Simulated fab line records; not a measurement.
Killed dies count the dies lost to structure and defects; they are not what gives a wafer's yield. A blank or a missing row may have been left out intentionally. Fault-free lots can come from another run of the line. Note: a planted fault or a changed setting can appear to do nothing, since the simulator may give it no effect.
A lot that was struck, set against a sound lot ; flow gf180mcu ; 14 steps out of a route of 602
Sound: these wafers, L441.2, L441.5, L441.6. Wafers struck: L448.3, L448.4, L448.5. The cause comes at the end.
Per side, at each step with rows, come the tool, then ch with its chambers, and then its first start. Under that, the readings that differ: sound wafers ; struck wafers ; difference of the means ; sigmas: that difference in standard deviations of wafers without a fault.
alike: readings with means less than 2 such deviations apart, plus words and numbers identical on both sides. not compared: withheld readings, readings lacking a value on some wafer, bounds such as >300 that could conceal the same value, and numbers that have no deviation in the record and whose values overlap.
A row with sigmas, a row that says differs or no value, or rows on one side alone: a step with any of these is where the two part. Non-overlapping numbers with no deviation appear without sigmas and do not part them. A reading that every wafer of one side lacks parts them only if that side has two wafers or more.

first, 2 steps without rows for these wafers: GF_M2_CLEAN_19 (cleans in DIW); GF_V2_CVD_00 (deposits SiO2, target thk 600 nm, time 100 s).
GF_V2_THK_MEAS_01:
  sound on film_metro-01, day 20 00:52; struck on film_metro-01, day 23 06:22
  alike: V2_CVD_00_THK
GF_V2_CVD_02: deposits SiO2 from TEOS, target thk 850 nm, time 94.851 s.
  sound on pecvd-02 ch 1,2, day 20 00:55; struck on pecvd-01 ch 0,1,2, day 23 06:24
  alike: heater_power_w
GF_V2_THK_MEAS_03:
  sound on film_metro-03, day 20 00:59; struck on film_metro-01, day 23 06:29
  alike: V2_CVD_02_THK
GF_V2_CMP_04: polishes SiO2.
  sound on cmp-02 ch 0,3, day 20 01:02; struck on cmp-01 ch 0,2, day 23 06:32
reading;sound;struck;difference;sigmas
time_to_endpoint_s (s);80 80 87;70 69 70;-13;-2
  alike: motor_current_A
GF_V2_BOW_MEAS_05:
  sound on film_metro-03, day 20 01:22; struck on film_metro-01, day 23 06:52
  alike: V2_BOW
then, 5 steps without rows for these wafers: GF_V2_DEHYDRATE_06 (time 60 s); GF_V2_HMDS_07 (prime time 60 s); GF_V2_COAT_08; GF_V2_COAT_09 (resist thk 1000 nm); GF_V2_SOFTBAKE_10 (time 60 s).
GF_V2_EXPOSE_11: exposes mask Via2, target cd 260 nm.
  struck on krf_scanner-02, day 23 18:22; sound on krf_scanner-01 ch 0, day 20 14:01
  no value came back on the struck wafers for exposure_dose_mJ_cm2, focus_offset_nm (nm), reticle_temp_C (C); on the sound wafers exposure_dose_mJ_cm2 reads 37.92 37.91 37.94
  alike: mask
then, 1 step without rows for these wafers: GF_V2_PEB_12 (peb time 90 s).

WHERE THEY PART
Earliest at GF_V2_CMP_04; latest, in this record, at GF_V2_EXPOSE_11.

WHY: what the simulator had put in
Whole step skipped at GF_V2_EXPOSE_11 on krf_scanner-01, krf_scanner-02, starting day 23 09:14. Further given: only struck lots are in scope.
